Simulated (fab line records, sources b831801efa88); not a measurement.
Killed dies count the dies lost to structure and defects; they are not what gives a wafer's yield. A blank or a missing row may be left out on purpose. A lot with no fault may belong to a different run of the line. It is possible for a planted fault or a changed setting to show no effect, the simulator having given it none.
Which of the tools did it? ; flow sky130 ; 10 lots with 30 wafers sampled at 3 steps, on a route of 708 steps

WHAT EACH GAUGE READ, for each wafer
SKY_LOCAL_INTERCONNECT_RS_MEAS_01: a four-point-probe measurement.
lot;measured;on;LOCAL_INTERCONNECT_TIN_RS (ohm/sq)
L510;day 28 22:47;film metro-02;14.00 14.01 14.13
L512;day 29 08:17;film metro-02;14.17 13.99 14.18
L516;day 30 21:07;film metro-01;14.21 14.24 14.72
L519;day 32 04:31;film metro-04;10.42 14.46 14.26
L520;day 32 13:23;film metro-01;10.50 14.67 14.28
L521;day 32 14:35;film metro-02;14.37 14.02 14.10
L523;day 33 03:22;film metro-04;10.38 14.08 14.41
L533;day 36 23:55;film metro-02;14.49 14.28 14.74
L530;day 36 23:21;film metro-04;14.25 14.09 14.11
L529;day 37 02:08;film metro-01;14.09 14.21 14.14

WHAT TOOL EACH LOT RAN ON (gives the tool, then ch and the chambers of the sampled wafers, and finally the start)
lot;SKY_RES_XHIGH_STRIP_08;SKY_LOCAL_INTERCONNECT_SPUTTER_00
L510;plasma asher-04 ch 0,1, day 26 10:11;pvd sputter-02, day 28 22:41
L512;plasma asher-02 ch 1, day 26 20:15;pvd sputter-04, day 29 08:12
L516;plasma asher-04 ch 0,1, day 28 09:39;pvd sputter-03, day 30 21:02
L519;plasma asher-03 ch 0,1, day 29 17:28;pvd sputter-03, day 32 04:27
L520;plasma asher-02 ch 0,1, day 30 04:26;pvd sputter-03, day 32 13:19
L521;plasma asher-04 ch 0,1, day 30 05:53;pvd sputter-04, day 32 14:31
L523;plasma asher-02 ch 0,1, day 30 17:57;pvd sputter-03, day 33 03:19
L533;plasma asher-03 ch 0,1, day 34 16:20;pvd sputter-03, day 36 23:52
L530;plasma asher-04 ch 0,1, day 34 16:20;pvd sputter-04, day 36 23:14
L529;plasma asher-02 ch 0,1, day 34 18:38;pvd sputter-02, day 37 02:04
- SKY_RES_XHIGH_STRIP_08: strips in O2/N2.
- SKY_LOCAL_INTERCONNECT_SPUTTER_00: material TiN, target thk 100 nm, time 83.3 s.

THE ANSWER, worked out from the rows above alone
Rule: what is usual is taken from the lots themselves. The widest of any qualifying gaps counts: lots, ordered by their means at a reading, are off when they make up no more than a third of the lots, leave a main group of 4 or more, and stand apart from it by 3 or more times the standard deviation of that group's means. If all means in a main group match to the digits the tables above print for the reading, that group is not used. A lot without any number at a reading at which 4 lots or more have one is off too. Any other lot the step has rows for is counted as sound.
Off: at SKY_LOCAL_INTERCONNECT_RS_MEAS_01 (LOCAL_INTERCONNECT_TIN_RS), L519, L520, L523. For the main group the mean is 14.22 ohm/sq and the standard deviation 0.15.
A tool fits if, at a process step before that reading, it ran every lot that is off, and no sound lot after the first of them. Gauges at SKY_LOCAL_INTERCONNECT_RS_MEAS_01: tried the same way as those tools. No candidate that was tried fits.

WHAT THE SIMULATOR HAD INSERTED
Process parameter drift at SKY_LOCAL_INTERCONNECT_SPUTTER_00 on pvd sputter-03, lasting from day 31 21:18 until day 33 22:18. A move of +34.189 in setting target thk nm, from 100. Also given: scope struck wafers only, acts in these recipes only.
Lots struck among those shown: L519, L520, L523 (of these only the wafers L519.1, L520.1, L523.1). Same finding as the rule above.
